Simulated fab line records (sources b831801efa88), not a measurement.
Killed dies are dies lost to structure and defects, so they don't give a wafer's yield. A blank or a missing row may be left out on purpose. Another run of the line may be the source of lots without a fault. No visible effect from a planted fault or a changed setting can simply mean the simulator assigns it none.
Struck lot and sound lot, side by side / flow gf180mcu / 44 out of 602 route steps
Sound: wafers L231.1, L231.3, L231.4. Struck: wafers L234.2, L234.5, L234.6. Last of all comes the cause.
Each step with rows lists, per side, the tool, then ch with its chambers, then its first start. Under that, the readings that differ: sound wafers / struck wafers / difference of the means / sigmas: that difference in standard deviations of wafers without a fault.
alike: words and numbers the same on both sides, and readings whose means are apart by under 2 such deviations; not compared: readings that were withheld, readings missing a value for some wafer, numbers with overlapping values and no deviation given by the record, and bounds like >300 which may hide the same value.
Wherever a step has rows on one side only, a row that says differs or no value, or a row with sigmas, the two part there. Non-overlapping numbers with no deviation appear without sigmas and do not part them. A reading missing from all wafers of one side parts the sides only when that side holds two or more wafers.

first, 1 step without rows for these wafers: GF_NWELL_IMPLANT_09.
GF_NWELL_STRIP_10: strips in O2/N2.
  sound on plasma asher-01 ch 0,1, day 3 22:05; struck on plasma asher-02 ch 0,1, day 4 11:16
  alike: chamber pressure mTorr, drypump motor current A, heater power w, oes product au, strip time to endpoint s
  not compared: rf hours counter h
GF_NWELL_TW_MEAS_11:
  struck on film metro-01, day 4 11:23; sound on film metro-04, day 3 22:11
  alike: NWELL_TW
then, 7 steps without rows for these wafers: GF_LVPWELL_DEHYDRATE_00 (time 60 s); GF_LVPWELL_HMDS_01 (prime time 60 s); GF_LVPWELL_COAT_02 (resist thk 3000 nm); GF_LVPWELL_SOFTBAKE_03; GF_LVPWELL_EXPOSE_04 (exposes mask LVPWELL, target cd 600 nm); GF_LVPWELL_PEB_05; GF_LVPWELL_DEVELOP_06 (develop time 60 s).
GF_LVPWELL_OVL_MEAS_07:
  struck on overlay-01, day 5 01:08; sound on overlay-02, day 4 12:02
  alike: LVPWELL_OVL
then, 1 step without rows for these wafers: GF_LVPWELL_IMPLANT_08.
GF_LVPWELL_IMPLANT_09:
  sound on implanter-04 ch 0, day 4 12:14; struck on implanter-04 ch 0, day 5 01:21
reading=dose ions cm2; sound=4.993e+12 5e+12 4.999e+12; struck=5.272e+12 5.271e+12 5.269e+12; difference=+2.733e+11; sigmas=+46
  alike: faraday current uA
GF_LVPWELL_STRIP_10: strips in O2/N2.
  sound on plasma asher-03 ch 0,1, day 4 12:23; struck on plasma asher-02 ch 0,1, day 5 01:28
  alike: chamber pressure mTorr, drypump motor current A, heater power w, oes product au, strip time to endpoint s
  not compared: rf hours counter h
GF_LVPWELL_TW_MEAS_11:
  struck on film metro-01, day 5 01:35; sound on film metro-04, day 4 12:29
  alike: LVPWELL_TW
then, 7 steps without rows for these wafers: GF_MVSD_DEHYDRATE_00 (time 60 s); GF_MVSD_HMDS_01 (prime time 60 s); GF_MVSD_COAT_02 (resist thk 3000 nm); GF_MVSD_SOFTBAKE_03; GF_MVSD_EXPOSE_04 (exposes mask MVSD, target cd 1000 nm); GF_MVSD_PEB_05; GF_MVSD_DEVELOP_06 (develop time 60 s).
GF_MVSD_OVL_MEAS_07:
  struck on overlay-02, day 5 15:42; sound on overlay-02, day 5 02:14
  alike: MVSD_OVL
then, 2 steps without rows for these wafers: GF_MVSD_IMPLANT_08; GF_MVSD_IMPLANT_09.
GF_MVSD_STRIP_10: strips in O2/N2.
  sound on plasma asher-03 ch 0,1, day 5 02:34; struck on plasma asher-04 ch 0,1, day 5 16:02
  alike: chamber pressure mTorr, drypump motor current A, heater power w, oes product au, strip time to endpoint s
  not compared: rf hours counter h
GF_MVSD_TW_MEAS_11:
  struck on film metro-02, day 5 16:08; sound on film metro-04, day 5 02:40
reading=MVSD_TW; sound=1545 1550 1547; struck=1589 1586 1577; difference=+37; sigmas=+2
then, 7 steps without rows for these wafers: GF_MVPSD_DEHYDRATE_00 (time 60 s); GF_MVPSD_HMDS_01 (prime time 60 s); GF_MVPSD_COAT_02 (resist thk 3000 nm); GF_MVPSD_SOFTBAKE_03; GF_MVPSD_EXPOSE_04 (exposes mask MVPSD, target cd 1000 nm); GF_MVPSD_PEB_05; GF_MVPSD_DEVELOP_06 (develop time 60 s).
GF_MVPSD_OVL_MEAS_07:
  struck on overlay-02, day 6 06:36; sound on overlay-01, day 5 16:56
  alike: MVPSD_OVL
then, 2 steps without rows for these wafers: GF_MVPSD_IMPLANT_08; GF_MVPSD_IMPLANT_09.
GF_MVPSD_STRIP_10: strips in O2/N2.
  sound on plasma asher-01 ch 0,1, day 5 17:16; struck on plasma asher-01 ch 0,1, day 6 06:56
  alike: chamber pressure mTorr, drypump motor current A, heater power w, oes product au, strip time to endpoint s
  not compared: rf hours counter h
GF_MVPSD_TW_MEAS_11:
  struck on film metro-02, day 6 07:02; sound on film metro-02, day 5 17:22
  alike: MVPSD_TW
then, 3 steps without rows for these wafers: GF_VT_IMPLANT_DEHYDRATE_00 (time 60 s); GF_VT_IMPLANT_HMDS_01 (prime time 60 s); GF_VT_IMPLANT_COAT_02 (resist thk 1000 nm).
-- the record jumps here: 3 days lie between the struck wafers' starts before and after --
GF_VT_IMPLANT_RS_MEAS_48: the measuring method here is four-point-probe.
  struck on film metro-02, day 9 00:48; sound on film metro-01, day 8 11:13
reading=LVPWELL_RS (ohm/sq); sound=1204.3 1198.8 1199.9; struck=1185.8 1187.1 1188.8; difference=-13.8; sigmas=-5
-- a jump in the record: the struck wafers' starts before and after are 22 days apart (it breaks off in module VT_IMPLANT and resumes in module PASSIVATION, where the first step shown is number 602 of the route) --
GF_PASSIVATION_PROBE_99:
  rows exist in the record for the struck wafers here (prober-01, day 31 06:50), but not for the sound ones

== WHERE THEY PART ==
First at GF_LVPWELL_IMPLANT_09; last, within this record, at GF_PASSIVATION_PROBE_99.

WHY: whatever the simulator had introduced
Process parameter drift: implanter-04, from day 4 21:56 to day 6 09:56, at GF_LVPWELL_IMPLANT_09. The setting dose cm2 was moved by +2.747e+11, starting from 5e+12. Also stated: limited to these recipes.
